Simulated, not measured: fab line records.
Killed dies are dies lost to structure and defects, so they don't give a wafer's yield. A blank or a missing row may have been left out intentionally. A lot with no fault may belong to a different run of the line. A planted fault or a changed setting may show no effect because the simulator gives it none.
fab line records | flow sky130
record: lots: 11 | wafers: 33 | lastDay: 50
route steps=708 shown VT_ADJUST_HVTR@141 SONOS_ONO@185 POLY_GATE@228 PAD_OPEN@708
lots that met no fault: from a run of the same line without faults
startH: the number of hours between the record's first day and the start of the first shown wafer of the lot | waitH: hours elapsed since this lot's preceding step | " the same as in the row above | L1.1+2: a single row standing in for several wafers | - no value, or no start given | * or withheld: withheld | < > ~ a bound
route shown NAME@n: NAME is a module with steps in the file, n the number in the route of the first one | usual: mean/standard deviation of fault-free wafers | same: alike in all rows | chamber/n: place in a boat | sites: readings site by site | _std_site: standard deviation across them | _edge_site: the outer-site mean with the inner-site mean subtracted | radiusMm: for every site, how far away it sits from the centre of the wafer | mask NAME#n: copy n | behind: tool/chamber where the wafer was last shaped | hold: reason for holding the lot/hours on hold/outcome of the hold | device: which transistor (n, p or np) failed to switch | end of line: the tests these same wafers got at the end of their route | for a step that has no rows: nothing shown but its recipe | killed: not the wafer's yield, but the dies lost to structure and defects at the first sort | map: the dies of a wafer, with x for killed, . for not killed, _ for no die there
set.NAME: the run value of the setting; set.NAME@STEP: its run value at that earlier step | model.NAME: the simulator's own value behind a step, which no gauge read
a sample of lots followed through the steps of the route, with each step as a table and each wafer as a row
services: the hour from which a tool's chamber was out of use, counted from the record's first day as startH (under 0 if before that day), plus the number of hours and why
== steps ==
step: SKY_VT_ADJUST_HVTR_STRIP_10
recipe: chemistry: O2/N2 | powerW: 1400 | pressureMtorr: 1500 | platenTempC: withheld | o2FlowSccm: 3000 | n2FlowSccm: 300 | overashFraction: 0.5
usual: chamberPressureMTorr: 1500.0/1.4 | drypumpMotorCurrentA: 5.87/0.29 | n2FlowSccm: 299.9/0.87 | oesProductAu: 0.716/0.0045 | stripTimeToEndpointS: 14.16/0.042
lot.wafer | tool           | chamber | startH | waitH | chamberPressureMTorr | drypumpMotorCurrentA | n2FlowSccm | oesProductAu | rfHoursCounterH | stripTimeToEndpointS
L327.1    | plasmaAsher-01 | 0       | 237.79 | 0.1   | 1498.3               | 5.61                 | 298.6      | 0.718        | 57              | 14.19
L327.3    | "              | 1       | "      | "     | 1500.8               | 6.04                 | 300.3      | 0.709        | -               | 14.14
L327.4    | "              | 0       | "      | "     | 1499.1               | 5.56                 | 300.3      | 0.710        | -               | 14.18
L328.3    | plasmaAsher-01 | 0       | 248.76 | 0.1   | 1500.9               | 5.57                 | 300.9      | 0.721        | -               | 14.13
L328.4    | "              | 1       | "      | "     | 1498.9               | 6.06                 | 300.4      | 0.713        | -               | 14.17
L328.5    | "              | 0       | "      | "     | 1498.4               | 5.60                 | 300.8      | 0.712        | -               | 14.23
L329.1    | plasmaAsher-01 | 0       | 254.58 | 0.1   | 1501.9               | 5.60                 | 298.9      | 0.737        | 58              | 13.71
L329.4    | "              | 0       | "      | "     | 1498.8               | 5.60                 | 298.5      | 0.733        | -               | 13.68
L329.6    | "              | 1       | "      | "     | 1498.2               | 6.00                 | 299.4      | 0.717        | -               | 14.20
L330.3    | plasmaAsher-03 | 1       | 261.81 | 0.1   | 1499.1               | 6.03                 | 299.9      | 0.717        | -               | 14.18
L330.4    | "              | 0       | "      | "     | 1503.7               | 6.42                 | 299.3      | 0.713        | -               | 14.16
L330.6    | "              | 1       | "      | "     | 1499.1               | 6.02                 | 299.6      | 0.713        | -               | 14.16
L331.2    | plasmaAsher-01 | 1       | 271.44 | 0.1   | 1500.4               | 6.02                 | 300.2      | 0.715        | 60              | 14.14
L331.4    | "              | 0       | "      | "     | 1500.5               | 5.62                 | 301.0      | 0.729        | -               | 13.64
L331.5    | "              | 0       | "      | "     | 1499.3               | 5.59                 | 299.4      | 0.744        | -               | 13.62
L337.2    | plasmaAsher-02 | 1       | 320.53 | 0.1   | 1498.4               | 5.69                 | 299.5      | 0.711        | 20              | 14.17
L337.4    | "              | 1       | "      | "     | 1499.8               | 5.71                 | 299.0      | 0.714        | -               | 14.11
L337.6    | "              | 1       | "      | "     | 1499.8               | 5.73                 | 299.6      | 0.711        | -               | 14.15
L338.1    | plasmaAsher-03 | 0       | 326.04 | 0.1   | 1502.8               | 6.45                 | 299.4      | 0.719        | 49              | 14.13
L338.5    | "              | 0       | "      | "     | 1499.5               | 6.47                 | 300.4      | 0.724        | -               | 14.17
L338.6    | "              | 1       | "      | "     | 1498.2               | 6.03                 | 299.6      | 0.714        | -               | 14.14
L341.1    | plasmaAsher-03 | 1       | 355.94 | 0.1   | 1500.6               | 5.99                 | 299.1      | 0.714        | 52              | 14.09
L341.2    | "              | 0       | "      | "     | 1498.1               | 6.43                 | 300.0      | 0.714        | 52              | 14.11
L341.5    | "              | 1       | "      | "     | 1499.1               | 6.02                 | 297.8      | 0.714        | -               | 14.12
L342.4    | plasmaAsher-01 | 0       | 362.11 | 0.1   | 1500.4               | 5.57                 | 299.5      | 0.723        | -               | 14.17
L342.5    | "              | 1       | "      | "     | 1502.1               | 6.01                 | 298.2      | 0.716        | -               | 14.16
L342.6    | "              | 0       | "      | "     | 1498.5               | 5.57                 | 299.0      | 0.721        | -               | 14.12
L343.1    | plasmaAsher-03 | 0       | 364.74 | 0.1   | 1497.0               | 6.42                 | 300.1      | 0.714        | 53              | 14.14
L343.4    | "              | 1       | "      | "     | 1500.8               | 6.03                 | 300.5      | 0.713        | -               | 14.14
L343.5    | "              | 1       | "      | "     | 1499.7               | 6.00                 | 302.1      | 0.722        | -               | 14.13
L345.1    | plasmaAsher-02 | 0       | 370.73 | 0.1   | 1500.1               | 5.59                 | 300.4      | 0.715        | 25              | 14.12
L345.4    | "              | 1       | "      | "     | 1500.5               | 5.71                 | 299.5      | 0.719        | -               | 14.10
L345.5    | "              | 1       | "      | "     | 1500.5               | 5.74                 | 298.7      | 0.721        | -               | 14.18
step: SKY_SONOS_ONO_STRIP_17
recipe: chemistry: O2/N2 | powerW: 1400 | pressureMtorr: 1500 | platenTempC: withheld | o2FlowSccm: 3000 | n2FlowSccm: 300 | overashFraction: 0.5
usual: chamberPressureMTorr: 1500.0/1.3 | drypumpMotorCurrentA: 6.02/0.28 | n2FlowSccm: 300.1/0.89 | oesProductAu: 0.711/0.0049 | stripTimeToEndpointS: 14.09/0.045
lot.wafer | tool           | chamber | startH | waitH | chamberPressureMTorr | drypumpMotorCurrentA | n2FlowSccm | oesProductAu | rfHoursCounterH | stripTimeToEndpointS
L327.1    | plasmaAsher-04 | 1       | 319.35 | 0.0   | 1499.7               | 5.95                 | 300.7      | 0.703        | 66              | 14.09
L327.3    | "              | 1       | "      | "     | 1499.5               | 5.95                 | 300.4      | 0.710        | -               | 14.11
L327.4    | "              | 0       | "      | "     | 1498.4               | 6.20                 | 299.9      | 0.706        | -               | 14.10
L328.3    | plasmaAsher-04 | 1       | 329.84 | 0.0   | 1499.6               | 5.98                 | 302.1      | 0.705        | -               | 14.04
L328.4    | "              | 0       | "      | "     | 1502.9               | 6.19                 | 301.2      | 0.716        | -               | 14.06
L328.5    | "              | 1       | "      | "     | 1502.8               | 5.95                 | 300.0      | 0.713        | -               | 14.05
L329.1    | plasmaAsher-01 | 1       | 335.13 | 0.0   | 1501.3               | 6.01                 | 299.1      | 0.714        | 65              | 14.05
L329.4    | "              | 1       | "      | "     | 1499.3               | 6.02                 | 299.6      | 0.710        | -               | 14.04
L329.6    | "              | 1       | "      | "     | 1500.9               | 6.03                 | 300.1      | 0.713        | -               | 14.04
L330.3    | plasmaAsher-01 | 1       | 342.54 | 0.0   | 1499.2               | 6.05                 | 299.7      | 0.714        | -               | 14.05
L330.4    | "              | 0       | "      | "     | 1501.4               | 5.57                 | 299.1      | 0.714        | -               | 14.06
L330.6    | "              | 1       | "      | "     | 1500.7               | 6.02                 | 300.6      | 0.717        | -               | 14.05
L331.2    | plasmaAsher-03 | 1       | 356.73 | 0.0   | 1502.0               | 6.01                 | 299.1      | 0.708        | 52              | 14.06
L331.4    | "              | 0       | "      | "     | 1500.0               | 6.42                 | 300.0      | 0.709        | -               | 14.07
L331.5    | "              | 1       | "      | "     | 1501.0               | 6.01                 | 299.5      | 0.718        | -               | 14.01
L337.2    | plasmaAsher-01 | 0       | 410.94 | 0.0   | 1498.2               | 5.56                 | 300.9      | 0.705        | 71              | 14.04
L337.4    | "              | 1       | "      | "     | 1501.0               | 6.04                 | 300.5      | 0.708        | -               | 14.05
L337.6    | "              | 0       | "      | "     | 1500.4               | 5.57                 | 299.0      | 0.707        | -               | 14.05
L338.1    | plasmaAsher-04 | 1       | 416.82 | 0.0   | 1499.2               | 5.94                 | 300.5      | 0.707        | 76              | 14.01
L338.5    | "              | 1       | "      | "     | 1498.6               | 5.97                 | 300.4      | 0.704        | -               | 14.07
L338.6    | "              | 0       | "      | "     | 1501.1               | 6.26                 | 299.3      | 0.710        | -               | 14.08
L341.1    | plasmaAsher-03 | 0       | 449.53 | 0.0   | 1500.1               | 6.40                 | 299.2      | 0.701        | 62              | 14.22
L341.2    | "              | 1       | "      | "     | 1502.0               | 6.02                 | 300.3      | 0.721        | 62              | 14.15
L341.5    | "              | 1       | "      | "     | 1498.9               | 6.03                 | 300.5      | 0.705        | -               | 14.15
L342.4    | plasmaAsher-01 | 1       | 458.59 | 0.0   | 1499.2               | 6.04                 | 299.7      | 0.712        | -               | 14.16
L342.5    | "              | 1       | "      | "     | 1499.5               | 6.03                 | 300.1      | 0.712        | -               | 14.17
L342.6    | "              | 0       | "      | "     | 1499.1               | 5.62                 | 300.9      | 0.709        | -               | 14.13
L343.1    | plasmaAsher-01 | 0       | 462.68 | 0.0   | 1499.4               | 5.59                 | 301.3      | 0.719        | 76              | 14.12
L343.4    | "              | 0       | "      | "     | 1498.8               | 5.57                 | 299.9      | 0.710        | -               | 14.16
L343.5    | "              | 1       | "      | "     | 1499.8               | 6.04                 | 300.1      | 0.710        | -               | 14.12
L345.1    | plasmaAsher-01 | 0       | 464.69 | 0.0   | 1497.8               | 5.57                 | 300.2      | 0.718        | 76              | 14.18
L345.4    | "              | 1       | "      | "     | 1497.0               | 6.03                 | 300.4      | 0.711        | -               | 14.16
L345.5    | "              | 1       | "      | "     | 1499.1               | 6.03                 | 299.5      | 0.712        | -               | 14.17
step: SKY_POLY_GATE_OVL_MEAS_14
usual: POLY_GATE_OVL: 2/5.1
lot.wafer | tool       | chamber | startH | waitH | POLY_GATE_OVL[nm]
L327.1    | overlay-02 | -       | 411.06 | 0.1   | 9
L327.3    | "          | -       | "      | "     | 6
L327.4    | "          | -       | "      | "     | 8
L328.3    | overlay-01 | -       | 422.96 | 0.1   | -3
L328.4    | "          | -       | "      | "     | 1
L328.5    | "          | -       | "      | "     | -8
L329.1    | overlay-02 | -       | 432.81 | 0.1   | 9
L329.4    | "          | -       | "      | "     | 9
L329.6    | "          | -       | "      | "     | 8
L330.3    | overlay-02 | -       | 436.86 | 0.1   | 2
L330.4    | "          | -       | "      | "     | 6
L330.6    | "          | -       | "      | "     | 11
L331.2    | overlay-01 | -       | 453.21 | 0.1   | 6
L331.4    | "          | -       | "      | "     | 11
L331.5    | "          | -       | "      | "     | 11
L337.2    | overlay-02 | -       | 509.91 | 0.1   | 1
L337.4    | "          | -       | "      | "     | 2
L337.6    | "          | -       | "      | "     | -1
L338.1    | overlay-02 | -       | 515.26 | 0.1   | 11
L338.5    | "          | -       | "      | "     | 6
L338.6    | "          | -       | "      | "     | 4
L341.1    | overlay-01 | -       | 548.80 | 0.1   | 5
L341.2    | "          | -       | "      | "     | 6
L341.5    | "          | -       | "      | "     | -5
L342.4    | overlay-01 | -       | 558.78 | 0.1   | -4
L342.5    | "          | -       | "      | "     | -6
L342.6    | "          | -       | "      | "     | -7
L343.1    | overlay-01 | -       | 561.45 | 0.1   | -5
L343.4    | "          | -       | "      | "     | 6
L343.5    | "          | -       | "      | "     | 3
L345.1    | overlay-02 | -       | 565.05 | 0.1   | 2
L345.4    | "          | -       | "      | "     | 12
L345.5    | "          | -       | "      | "     | 12
step: SKY_POLY_GATE_ETCH_15
recipe: chemistry: N2/H2 | target: BARC | ionEnergyEv: 200 | sourceW: 500 | biasW: 97.65 | pressureMtorr: 30 | n2FlowSccm: 100 | h2FlowSccm: 200 | stopOn: SiO2 | timeS: 118.5 | targetDepthA: 1100
usual: chamberPressureMTorr: 30.000/0.029 | drypumpMotorCurrentA: 5.8/0.48 | n2FlowSccm: 99.99/0.3 | oesProductAu: 0.716/0.0043 | throttleValvePct: 13.214/0.0092
lot.wafer | tool       | chamber | startH | waitH | chamberPressureMTorr | drypumpMotorCurrentA | n2FlowSccm | oesProductAu | rfHoursCounterH | throttleValvePct
L327.1    | rieDiel-01 | 2       | 411.10 | 0.0   | 30.060               | 5.2                  | 99.95      | 0.710        | 12              | 13.203
L327.3    | "          | 1       | "      | "     | 30.061               | 5.7                  | 99.87      | 0.709        | 83              | 13.196
L327.4    | "          | 0       | "      | "     | 30.019               | 5.5                  | 100.03     | 0.719        | 47              | 13.223
L328.3    | rieDiel-03 | 2       | 422.99 | 0.0   | 30.011               | 6.3                  | 99.92      | 0.710        | 11              | 13.223
L328.4    | "          | 2       | "      | "     | 29.964               | 6.3                  | 100.33     | 0.709        | -               | 13.212
L328.5    | "          | 1       | "      | "     | 29.989               | 6.2                  | 99.77      | 0.719        | -               | 13.188
L329.1    | rieDiel-04 | 0       | 432.85 | 0.0   | 29.999               | 6.1                  | 100.38     | 0.719        | 74              | 13.196
L329.4    | "          | 1       | "      | "     | 29.982               | 5.6                  | 100.16     | 0.720        | 9               | 13.210
L329.6    | "          | 3       | "      | "     | 30.041               | 5.7                  | 99.91      | 0.726        | -               | 13.207
L330.3    | rieDiel-03 | 2       | 436.89 | 0.0   | 30.016               | 6.3                  | 99.51      | 0.714        | 12              | 13.215
L330.4    | "          | 0       | "      | "     | 30.005               | 5.6                  | 99.93      | 0.715        | 3               | 13.204
L330.6    | "          | 2       | "      | "     | 30.002               | 6.3                  | 100.06     | 0.710        | -               | 13.229
L331.2    | rieDiel-03 | 0       | 453.24 | 0.0   | 30.008               | 5.6                  | 100.01     | 0.714        | 3               | 13.216
L331.4    | "          | 2       | "      | "     | 30.024               | 6.3                  | 100.18     | 0.714        | 12              | 13.214
L331.5    | "          | 1       | "      | "     | 29.949               | 6.2                  | 100.25     | 0.712        | -               | 13.215
L337.2    | rieDiel-01 | 3       | 509.94 | 0.0   | 30.007               | 6.3                  | 99.80      | 0.711        | 42              | 13.220
L337.4    | "          | 2       | "      | "     | 29.964               | 5.2                  | 100.35     | 0.715        | 14              | 13.218
L337.6    | "          | 0       | "      | "     | 30.026               | 5.5                  | 100.14     | 0.718        | -               | 13.222
L338.1    | rieDiel-04 | 2       | 515.30 | 0.0   | 29.984               | 5.4                  | 99.96      | 0.718        | 90              | 13.212
L338.5    | "          | 1       | "      | "     | 30.014               | 5.6                  | 99.74      | 0.716        | -               | 13.203
L338.6    | "          | 3       | "      | "     | 30.029               | 5.7                  | 100.33     | 0.724        | -               | 13.212
L341.1    | rieDiel-03 | 1       | 548.84 | 0.0   | 29.978               | 6.2                  | 99.73      | 0.728        | 8               | 13.209
L341.2    | "          | 3       | "      | "     | 29.962               | 4.7                  | 99.81      | 0.720        | 38              | 13.224
L341.5    | "          | 2       | "      | "     | 30.021               | 6.3                  | 100.36     | 0.722        | -               | 13.211
L342.4    | rieDiel-04 | 0       | 558.80 | 0.0   | 30.074               | 6.1                  | 100.00     | 0.714        | 76              | 13.218
L342.5    | "          | 2       | "      | "     | 29.982               | 5.4                  | 100.48     | 0.711        | -               | 13.203
L342.6    | "          | 1       | "      | "     | 30.030               | 5.6                  | 99.94      | 0.713        | -               | 13.207
L343.1    | rieDiel-01 | 0       | 561.49 | 0.0   | 29.989               | 5.4                  | 100.35     | 0.717        | 49              | 13.222
L343.4    | "          | 2       | "      | "     | 29.997               | 5.2                  | 99.46      | 0.719        | -               | 13.219
L343.5    | "          | 0       | "      | "     | 30.052               | 5.5                  | 99.78      | 0.714        | -               | 13.212
L345.1    | rieDiel-03 | 0       | 565.09 | 0.0   | 30.043               | 5.6                  | 99.83      | 0.713        | 5               | 13.216
L345.4    | "          | 2       | "      | "     | 29.989               | 6.3                  | 100.45     | 0.717        | 14              | 13.194
L345.5    | "          | 0       | "      | "     | 30.003               | 5.6                  | 99.85      | 0.716        | -               | 13.226
step: SKY_PAD_OPEN_PROBE_99
usual: killed_at_M0_to_M3: 44/7 | killed_at_M4_up: 3.2/2 | killedAtContacts: 25/5.3 | killedAtFrontEnd: 15/4.3 | killedAtOther: 0.3/0.54 | killedDies: 86/8.7 | killedOpen: 47/6.4 | killedShort: 39/5.6
same: grossDies: 492 | killedAtBackSide: 0
lot.wafer | tool      | chamber | startH  | waitH | killed_at_M0_to_M3 | killed_at_M4_up | killedAtContacts | killedAtFrontEnd | killedAtOther | killedDies | killedOpen | killedShort
L338.1    | prober-02 | -       | 1164.32 | 0.1   | 32                 | 3               | 25               | 14               | 0             | 74         | 41         | 33
L338.5    | prober-02 | -       | 1164.52 | 0.2   | 54                 | 5               | 18               | 12               | 0             | 89         | 49         | 40
L338.6    | prober-02 | -       | 1164.57 | 0.2   | 50                 | 6               | 26               | 11               | 1             | 94         | 54         | 40
L341.1    | prober-02 | -       | 1184.59 | 0.1   | 46                 | 4               | 23               | 16               | 1             | 90         | 52         | 37
L341.2    | prober-02 | -       | 1184.64 | 0.1   | 46                 | 8               | 23               | 9                | 0             | 86         | 47         | 39
L341.5    | prober-02 | -       | 1184.79 | 0.2   | 48                 | 5               | 19               | 11               | 1             | 84         | 44         | 40
L342.4    | prober-01 | -       | 1190.34 | 0.2   | 59                 | 3               | 15               | 12               | 2             | 91         | 55         | 35
L342.5    | prober-01 | -       | 1190.39 | 0.2   | 42                 | 1               | 29               | 29               | 0             | 101        | 58         | 43
L342.6    | prober-01 | -       | 1190.44 | 0.2   | 41                 | 5               | 27               | 15               | 0             | 88         | 53         | 35
L345.1    | prober-01 | -       | 1193.54 | 0.1   | 46                 | 3               | 31               | 18               | 1             | 99         | 57         | 42
L345.4    | prober-01 | -       | 1193.69 | 0.2   | 48                 | 3               | 26               | 17               | 0             | 94         | 47         | 47
L345.5    | prober-01 | -       | 1193.74 | 0.2   | 49                 | 5               | 24               | 13               | 0             | 91         | 49         | 42
killed by level:class
L338.1 LI_CONTACT:geometricParticle:open=10 METAL1:geometricParticle:short=7 VIA3:geometricParticle:open=6 VIA1:geometricParticle:open=6 FIELD_ISO:geometricParticle:short=5 LI_CONTACT:geometricParticle:short=5 CONTACT:geometricParticle:open=5 VIA2:geometricParticle:open=5
L338.5 VIA1:geometricParticle:open=12 VIA1:geometricParticle:short=10 CONTACT:geometricParticle:open=8 VIA2:geometricParticle:open=7 VIA3:geometricParticle:open=7 LI_CONTACT:geometricParticle:open=5 POLY_GATE:geometricParticle:short=4 VIA3:geometricParticle:short=4
L338.6 VIA1:geometricParticle:open=17 CONTACT:geometricParticle:open=11 LI_CONTACT:geometricParticle:open=9 VIA1:geometricParticle:short=7 LI_CONTACT:geometricParticle:short=5 VIA3:geometricParticle:open=5 METAL1:geometricParticle:short=4 METAL2:geometricParticle:short=4
L341.1 VIA1:geometricParticle:open=13 VIA2:geometricParticle:open=9 LI_CONTACT:geometricParticle:open=8 CONTACT:geometricParticle:open=8 METAL2:geometricParticle:short=8 METAL1:geometricParticle:short=6 FIELD_ISO:geometricParticle:short=5 POLY_GATE:geometricParticle:short=3
L341.2 VIA1:geometricParticle:open=11 CONTACT:geometricParticle:open=8 METAL2:geometricParticle:short=7 METAL1:geometricParticle:short=5 VIA3:geometricParticle:open=5 VIA1:geometricParticle:short=5 METAL4:geometricParticle:short=5 LI_CONTACT:geometricParticle:open=4
L341.5 VIA3:geometricParticle:open=9 VIA1:geometricParticle:open=8 LI_CONTACT:geometricParticle:open=7 VIA2:geometricParticle:open=7 CONTACT:geometricParticle:open=5 METAL1:geometricParticle:short=5 VIA1:geometricParticle:short=5 METAL4:geometricParticle:short=5
L342.4 VIA1:geometricParticle:open=14 VIA3:geometricParticle:open=14 VIA2:geometricParticle:open=10 LI_CONTACT:geometricParticle:open=7 METAL2:geometricParticle:short=6 POLY_GATE:geometricParticle:short=5 CONTACT:geometricParticle:short=3 CONTACT:geometricParticle:open=3
L342.5 VIA1:geometricParticle:open=12 LI_CONTACT:geometricParticle:open=10 CONTACT:geometricParticle:open=8 FIELD_ISO:geometricParticle:open=6 VIA1:geometricParticle:short=6 POLY_GATE:geometricParticle:short=5 SPACER:geometricParticle:open=5 SPACER:geometricParticle:short=5
L342.6 LI_CONTACT:geometricParticle:open=9 CONTACT:geometricParticle:open=9 VIA1:geometricParticle:open=8 VIA2:geometricParticle:open=7 VIA3:geometricParticle:open=6 FIELD_ISO:geometricParticle:open=5 POLY_GATE:geometricParticle:open=5 LI_CONTACT:geometricParticle:short=5
L345.1 VIA2:geometricParticle:open=10 CONTACT:geometricParticle:open=9 LI_CONTACT:geometricParticle:open=8 VIA3:geometricParticle:open=7 VIA1:geometricParticle:open=6 FIELD_ISO:geometricParticle:open=5 CONTACT:geometricParticle:short=5 VIA1:geometricParticle:short=5
L345.4 VIA3:geometricParticle:open=11 CONTACT:geometricParticle:open=10 FIELD_ISO:geometricParticle:short=7 VIA2:geometricParticle:open=7 VIA1:geometricParticle:short=6 LOCAL_INTERCONNECT:geometricParticle:short=5 VIA1:geometricParticle:open=5 METAL3:geometricParticle:short=5
L345.5 VIA1:geometricParticle:open=11 METAL1:geometricParticle:short=8 LI_CONTACT:geometricParticle:open=7 VIA2:geometricParticle:open=7 LOCAL_INTERCONNECT:geometricParticle:short=6 CONTACT:geometricParticle:open=6 FIELD_ISO:geometricParticle:open=5 METAL2:geometricParticle:short=5
== services ==
tool           | chamber | startH | hours | kind
rieDiel-03     | 2       | 220.80 | 3.6   | repair
plasmaAsher-01 | -       | 275.52 | 14.6  | pm
rieDiel-01     | 0       | 278.63 | 4.6   | repair
rieDiel-03     | 1       | 279.91 | 3.7   | repair
plasmaAsher-03 | -       | 319.79 | 3.2   | repair
rieDiel-01     | -       | 332.24 | 0.5   | repair
rieDiel-04     | 1       | 342.35 | 14.1  | repair
plasmaAsher-01 | -       | 352.47 | 6.1   | repair
plasmaAsher-01 | -       | 354.64 | 6.3   | repair
rieDiel-04     | -       | 361.41 | 0.4   | repair
rieDiel-01     | 2       | 393.26 | 14.2  | repair
plasmaAsher-01 | -       | 396.24 | 4.5   | repair
plasmaAsher-04 | -       | 401.99 | 0.6   | repair
rieDiel-04     | 0       | 407.74 | 1.5   | repair
rieDiel-01     | -       | 420.78 | 14.6  | pm
plasmaAsher-04 | -       | 421.25 | 9.0   | pm
rieDiel-03     | 3       | 421.82 | 6.6   | repair
rieDiel-01     | -       | 435.57 | 2.8   | pm
plasmaAsher-01 | -       | 442.55 | 13.8  | repair
rieDiel-04     | -       | 461.18 | 1.9   | repair
rieDiel-03     | 0       | 470.28 | 11.3  | repair
rieDiel-03     | 3       | 505.13 | 4.1   | repair
rieDiel-03     | 2       | 510.57 | 10.1  | repair
rieDiel-03     | 3       | 530.59 | 4.7   | repair
== key ==
firstSign: step: SKY_VT_ADJUST_HVTR_STRIP_10 | reading: stripTimeToEndpointS | direction: down | sigmas: 12 | usual: * | struck: *
effect: step: SKY_VT_ADJUST_HVTR_STRIP_10 | reading: oesProductAu | direction: up | sigmas: 4.4 | usual: 0.716 | struck: 0.736
metAt SKY_VT_ADJUST_HVTR_STRIP_10
struckLots L329,L331
struckWafers L329.1,L329.4,L331.4,L331.5
testerLeftOut L329,L331
notActingAt SKY_SONOS_ONO_STRIP_17,SKY_POLY_GATE_OVL_MEAS_14,SKY_POLY_GATE_ETCH_15
onsetBetween 248.76 254.58
fault: kind: processParameterDrift | tool: plasmaAsher-01 | chamber: 0 | onsetH: 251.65 | steps: SKY_VT_ADJUST_HVTR_STRIP_10 | channel: powerW | offset: * | shape: step | endH: 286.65 | actsIn: * | stated: *
testerLeftOut: of these lots the tester's yield and bins aren't shown, on N5 and GAA mostly nor the transistor test; their killed dies are dies lost to structure and defects alone, not to doping, threshold or leakage, so they don't give the yield
